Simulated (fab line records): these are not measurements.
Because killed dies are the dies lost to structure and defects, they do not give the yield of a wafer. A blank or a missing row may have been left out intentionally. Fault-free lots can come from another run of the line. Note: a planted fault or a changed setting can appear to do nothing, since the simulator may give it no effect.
The tool behind it: which one? :: flow gf180mcu :: Sampling: 11 lots, 33 wafers, 5 of 602 route steps

## WHAT THE GAUGES SHOWED, per wafer
GF_HV_LDD_CD_MEAS_19: the cd target is 400 nm.
lot: L354
measured: day 10 23:29
on: cd_sem-01
cd_nm (nm): 399.5 397.7 397.5

lot: L355
measured: day 11 05:23
on: cd_sem-01
cd_nm (nm): 401.8 400.0 404.1

lot: L358
measured: day 12 01:07
on: cd_sem-01
cd_nm (nm): 397.4 399.0 398.7

lot: L359
measured: day 12 12:40
on: cd_sem-02
cd_nm (nm): 397.9 397.3 397.8

lot: L362
measured: day 13 06:41
on: cd_sem-01
cd_nm (nm): 400.0 402.5 401.0

lot: L364
measured: day 13 18:31
on: cd_sem-01
cd_nm (nm): 402.2 402.6 400.6

lot: L369
measured: day 15 11:46
on: cd_sem-01
cd_nm (nm): 406.7 409.0 407.3

lot: L370
measured: day 15 21:08
on: cd_sem-01
cd_nm (nm): 397.2 398.1 400.3

lot: L372
measured: day 16 07:56
on: cd_sem-01
cd_nm (nm): 406.3 408.2 410.6

lot: L374
measured: day 17 00:26
on: cd_sem-01
cd_nm (nm): 398.8 398.4 398.7

lot: L376
measured: day 17 16:01
on: cd_sem-01
cd_nm (nm): 399.8 403.2 401.4

## WHAT TOOL EACH LOT RAN ON (gives the tool, then ch and the chambers of the sampled wafers, and finally the start)
lot: L354
GF_DUAL_GATE_STRIP_13: plasma_asher-01 ch 0,1, day 8 07:22
GF_POLY_GATE_ETCH_12: rie_diel-04 ch 0,1,2, day 9 08:21
GF_HV_LDD_STRIP_10: plasma_asher-03 ch 0,1, day 10 05:09
GF_HV_LDD_COAT_14: litho_track-02 ch 0, day 10 14:14

lot: L355
GF_DUAL_GATE_STRIP_13: plasma_asher-01 ch 0,1, day 8 15:01
GF_POLY_GATE_ETCH_12: rie_diel-02 ch 0,3, day 9 15:28
GF_HV_LDD_STRIP_10: plasma_asher-04 ch 0,1, day 10 11:17
GF_HV_LDD_COAT_14: litho_track-02 ch 0, day 10 20:04

lot: L358
GF_DUAL_GATE_STRIP_13: plasma_asher-04 ch 0,1, day 9 12:31
GF_POLY_GATE_ETCH_12: rie_diel-02 ch 0,2, day 10 09:31
GF_HV_LDD_STRIP_10: plasma_asher-04 ch 0,1, day 11 05:58
GF_HV_LDD_COAT_14: litho_track-01 ch 0, day 11 15:11

lot: L359
GF_DUAL_GATE_STRIP_13: plasma_asher-02 ch 0,1, day 9 22:44
GF_POLY_GATE_ETCH_12: rie_diel-02 ch 0,2,3, day 10 19:53
GF_HV_LDD_STRIP_10: plasma_asher-04 ch 0,1, day 11 17:03
GF_HV_LDD_COAT_14: litho_track-01 ch 0, day 12 02:31

lot: L362
GF_DUAL_GATE_STRIP_13: plasma_asher-02 ch 0,1, day 10 15:34
GF_POLY_GATE_ETCH_12: rie_diel-02 ch 1,2, day 11 12:27
GF_HV_LDD_STRIP_10: plasma_asher-02 ch 1, day 12 11:41
GF_HV_LDD_COAT_14: litho_track-02 ch 0, day 12 20:49

lot: L364
GF_DUAL_GATE_STRIP_13: plasma_asher-04 ch 0,1, day 11 01:40
GF_POLY_GATE_ETCH_12: rie_diel-02 ch 0,2,3, day 12 01:06
GF_HV_LDD_STRIP_10: plasma_asher-04 ch 0,1, day 12 22:34
GF_HV_LDD_COAT_14: litho_track-02 ch 0, day 13 08:05

lot: L369
GF_DUAL_GATE_STRIP_13: plasma_asher-01 ch 0, day 12 15:40
GF_POLY_GATE_ETCH_12: rie_diel-04 ch 0,1, day 13 15:56
GF_HV_LDD_STRIP_10: plasma_asher-04 ch 0,1, day 14 14:53
GF_HV_LDD_COAT_14: litho_track-02 ch 0, day 15 01:02

lot: L370
GF_DUAL_GATE_STRIP_13: plasma_asher-04 ch 0,1, day 13 01:43
GF_POLY_GATE_ETCH_12: rie_diel-04 ch 0,2,3, day 14 00:55
GF_HV_LDD_STRIP_10: plasma_asher-03 ch 0,1, day 14 23:29
GF_HV_LDD_COAT_14: litho_track-03 ch 0, day 15 09:29

lot: L372
GF_DUAL_GATE_STRIP_13: plasma_asher-01 ch 0,1, day 13 10:20
GF_POLY_GATE_ETCH_12: rie_diel-03 ch 0,1, day 14 10:25
GF_HV_LDD_STRIP_10: plasma_asher-04 ch 0,1, day 15 09:27
GF_HV_LDD_COAT_14: litho_track-02 ch 0, day 15 20:35

lot: L374
GF_DUAL_GATE_STRIP_13: plasma_asher-01 ch 0,1, day 14 02:48
GF_POLY_GATE_ETCH_12: rie_diel-03 ch 0,1,3, day 15 02:19
GF_HV_LDD_STRIP_10: plasma_asher-02 ch 0,1, day 16 01:58
GF_HV_LDD_COAT_14: litho_track-03 ch 0, day 16 12:49

lot: L376
GF_DUAL_GATE_STRIP_13: plasma_asher-02 ch 0,1, day 14 15:37
GF_POLY_GATE_ETCH_12: rie_diel-04 ch 0,1,2, day 15 16:36
GF_HV_LDD_STRIP_10: plasma_asher-04 ch 0,1, day 16 17:17
GF_HV_LDD_COAT_14: litho_track-01 ch 0, day 17 04:28
- GF_DUAL_GATE_STRIP_13: strips in O2/N2.
- GF_POLY_GATE_ETCH_12: etches BARC in N2/H2.
- GF_HV_LDD_STRIP_10: strips in O2/N2.
- GF_HV_LDD_COAT_14: resist thk 1000 nm.

## AS READ BY THE TOOLS THEMSELVES (means over the sampled wafers that have a number; for cases with no such wafer, the mark the record gives instead)
GF_DUAL_GATE_STRIP_13.
lot: L354
tool: plasma_asher-01
drypump_motor_current_A (A): 6.1
heater_power_w (W): 332
oes_product_au (a.u.): 0.716
strip_time_to_endpoint_s (s): 12.58

lot: L355
tool: plasma_asher-01
drypump_motor_current_A (A): 5.6
heater_power_w (W): 327
oes_product_au (a.u.): 0.717
strip_time_to_endpoint_s (s): 12.62

lot: L358
tool: plasma_asher-04
drypump_motor_current_A (A): 5.7
heater_power_w (W): 281
oes_product_au (a.u.): 0.710
strip_time_to_endpoint_s (s): 12.59

lot: L359
tool: plasma_asher-02
drypump_motor_current_A (A): 5.6
heater_power_w (W): 312
oes_product_au (a.u.): 0.715
strip_time_to_endpoint_s (s): 12.57

lot: L362
tool: plasma_asher-02
drypump_motor_current_A (A): 5.5
heater_power_w (W): 307
oes_product_au (a.u.): 0.717
strip_time_to_endpoint_s (s): 12.64

lot: L364
tool: plasma_asher-04
drypump_motor_current_A (A): 5.6
heater_power_w (W): 280
oes_product_au (a.u.): 0.719
strip_time_to_endpoint_s (s): 12.59

lot: L369
tool: plasma_asher-01
drypump_motor_current_A (A): 6.6
heater_power_w (W): 324
oes_product_au (a.u.): 0.715
strip_time_to_endpoint_s (s): 12.62

lot: L370
tool: plasma_asher-04
drypump_motor_current_A (A): 5.4
heater_power_w (W): 281
oes_product_au (a.u.): 0.715
strip_time_to_endpoint_s (s): 12.63

lot: L372
tool: plasma_asher-01
drypump_motor_current_A (A): 6.1
heater_power_w (W): 329
oes_product_au (a.u.): 0.718
strip_time_to_endpoint_s (s): 12.63

lot: L374
tool: plasma_asher-01
drypump_motor_current_A (A): 6.1
heater_power_w (W): 327
oes_product_au (a.u.): 0.715
strip_time_to_endpoint_s (s): 12.56

lot: L376
tool: plasma_asher-02
drypump_motor_current_A (A): 5.5
heater_power_w (W): 311
oes_product_au (a.u.): 0.716
strip_time_to_endpoint_s (s): 12.68

GF_POLY_GATE_ETCH_12.
lot: L354
tool: rie_diel-04
drypump_motor_current_A (A): 5.6
oes_product_au (a.u.): 0.740
throttle_valve_pct (%): 13.206

lot: L355
tool: rie_diel-02
drypump_motor_current_A (A): 6.1
oes_product_au (a.u.): 0.740
throttle_valve_pct (%): 13.218

lot: L358
tool: rie_diel-02
drypump_motor_current_A (A): 6.2
oes_product_au (a.u.): 0.735
throttle_valve_pct (%): 13.202

lot: L359
tool: rie_diel-02
drypump_motor_current_A (A): 5.9
oes_product_au (a.u.): 0.736
throttle_valve_pct (%): 13.212

lot: L362
tool: rie_diel-02
drypump_motor_current_A (A): 5.4
oes_product_au (a.u.): 0.736
throttle_valve_pct (%): 13.213

lot: L364
tool: rie_diel-02
drypump_motor_current_A (A): 5.8
oes_product_au (a.u.): 0.738
throttle_valve_pct (%): 13.215

lot: L369
tool: rie_diel-04
drypump_motor_current_A (A): 5.6
oes_product_au (a.u.): 0.733
throttle_valve_pct (%): 13.218

lot: L370
tool: rie_diel-04
drypump_motor_current_A (A): 5.7
oes_product_au (a.u.): 0.736
throttle_valve_pct (%): 13.218

lot: L372
tool: rie_diel-03
drypump_motor_current_A (A): 5.8
oes_product_au (a.u.): 0.730
throttle_valve_pct (%): 13.210

lot: L374
tool: rie_diel-03
drypump_motor_current_A (A): 5.7
oes_product_au (a.u.): 0.732
throttle_valve_pct (%): 13.205

lot: L376
tool: rie_diel-04
drypump_motor_current_A (A): 5.6
oes_product_au (a.u.): 0.740
throttle_valve_pct (%): 13.214

GF_HV_LDD_STRIP_10.
lot: L354
tool: plasma_asher-03
drypump_motor_current_A (A): 5.87
heater_power_w (W): 367
oes_product_au (a.u.): 0.715
strip_time_to_endpoint_s (s): 12.58

lot: L355
tool: plasma_asher-04
drypump_motor_current_A (A): 5.62
heater_power_w (W): 283
oes_product_au (a.u.): 0.716
strip_time_to_endpoint_s (s): 12.65

lot: L358
tool: plasma_asher-04
drypump_motor_current_A (A): 5.62
heater_power_w (W): 283
oes_product_au (a.u.): 0.717
strip_time_to_endpoint_s (s): 12.67

lot: L359
tool: plasma_asher-04
drypump_motor_current_A (A): 5.61
heater_power_w (W): 288
oes_product_au (a.u.): 0.715
strip_time_to_endpoint_s (s): 12.66

lot: L362
tool: plasma_asher-02
drypump_motor_current_A (A): 5.67
heater_power_w (W): 312
oes_product_au (a.u.): 0.719
strip_time_to_endpoint_s (s): 12.60

lot: L364
tool: plasma_asher-04
drypump_motor_current_A (A): 5.63
heater_power_w (W): 286
oes_product_au (a.u.): 0.712
strip_time_to_endpoint_s (s): 12.61

lot: L369
tool: plasma_asher-04
drypump_motor_current_A (A): 5.40
heater_power_w (W): 285
oes_product_au (a.u.): 0.713
strip_time_to_endpoint_s (s): 12.61

lot: L370
tool: plasma_asher-03
drypump_motor_current_A (A): 5.73
heater_power_w (W): 364
oes_product_au (a.u.): 0.718
strip_time_to_endpoint_s (s): 12.64

lot: L372
tool: plasma_asher-04
drypump_motor_current_A (A): 5.40
heater_power_w (W): 280
oes_product_au (a.u.): 0.719
strip_time_to_endpoint_s (s): 12.62

lot: L374
tool: plasma_asher-02
drypump_motor_current_A (A): 5.59
heater_power_w (W): 309
oes_product_au (a.u.): 0.719
strip_time_to_endpoint_s (s): 12.63

lot: L376
tool: plasma_asher-04
drypump_motor_current_A (A): 5.64
heater_power_w (W): 285
oes_product_au (a.u.): 0.721
strip_time_to_endpoint_s (s): 12.62

GF_HV_LDD_COAT_14.
lot: L354
tool: litho_track-02
spin_speed_rpm (rpm): 3000.0

lot: L355
tool: litho_track-02
spin_speed_rpm (rpm): 3000.5

lot: L358
tool: litho_track-01
spin_speed_rpm (rpm): 3001.1

lot: L359
tool: litho_track-01
spin_speed_rpm (rpm): 2997.6

lot: L362
tool: litho_track-02
spin_speed_rpm (rpm): 2998.9

lot: L364
tool: litho_track-02
spin_speed_rpm (rpm): 3000.0

lot: L369
tool: litho_track-02
spin_speed_rpm (rpm): 3624.0

lot: L370
tool: litho_track-03
spin_speed_rpm (rpm): 2999.9

lot: L372
tool: litho_track-02
spin_speed_rpm (rpm): 3626.9

lot: L374
tool: litho_track-03
spin_speed_rpm (rpm): 2997.2

lot: L376
tool: litho_track-01
spin_speed_rpm (rpm): 2999.5

## THE ANSWER, worked out from the rows above alone
Rule: what is usual is taken from the lots themselves. Put in order of their means at a reading, lots are off if they are a third of the lots or fewer, leave a main group of 4 or more, and stand apart from it by a gap of 3 or more times the standard deviation of the main group's means; of several such gaps the widest counts. A main group whose means are all the same, to the digits that the tables above print for the reading, isn't used. Also off: a lot with no number at a reading for which 4 or more lots have one. Where the step has rows for the other lots, those lots are counted as sound. Order of review: gauges by route order, followed by the tools' own readings, for which a lot's mean as printed above is used. At the first step where some lot is off, the reading lying furthest off is the one used; lots without a number count as furthest.
Off, at GF_HV_LDD_CD_MEAS_19 on cd_nm: L369, L372. The main group has a mean of 399.8 nm with a standard deviation of 1.7.
If a tool, at a process step before that reading, ran all the lots that are off and no sound lot after the first of them, it fits. The gauges at GF_HV_LDD_CD_MEAS_19 aren't tried: what is off there is off at GF_HV_LDD_COAT_14 too, on other tools, and a gauge's error can't cause that. One candidate fits, namely litho_track-02 at GF_HV_LDD_COAT_14. A fault onset in the window from L364 (day 13 08:05, its last sound lot) to L369 (day 15 01:02, its first lot off) fits.
On the lots that are off, the tool's own readings at GF_HV_LDD_COAT_14 differ by more than 5 times the standard deviation of the sound lots' means, which bears it out; spin_speed_rpm reads 3625.4 rpm there versus 2999.4 rpm on the sound lots.

## WHAT THE SIMULATOR HAD PUT IN
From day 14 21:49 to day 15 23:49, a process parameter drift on litho_track-02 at GF_HV_LDD_COAT_14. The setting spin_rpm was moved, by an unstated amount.
Shown lots that were struck: L369, L372. The rule above reached the same finding.
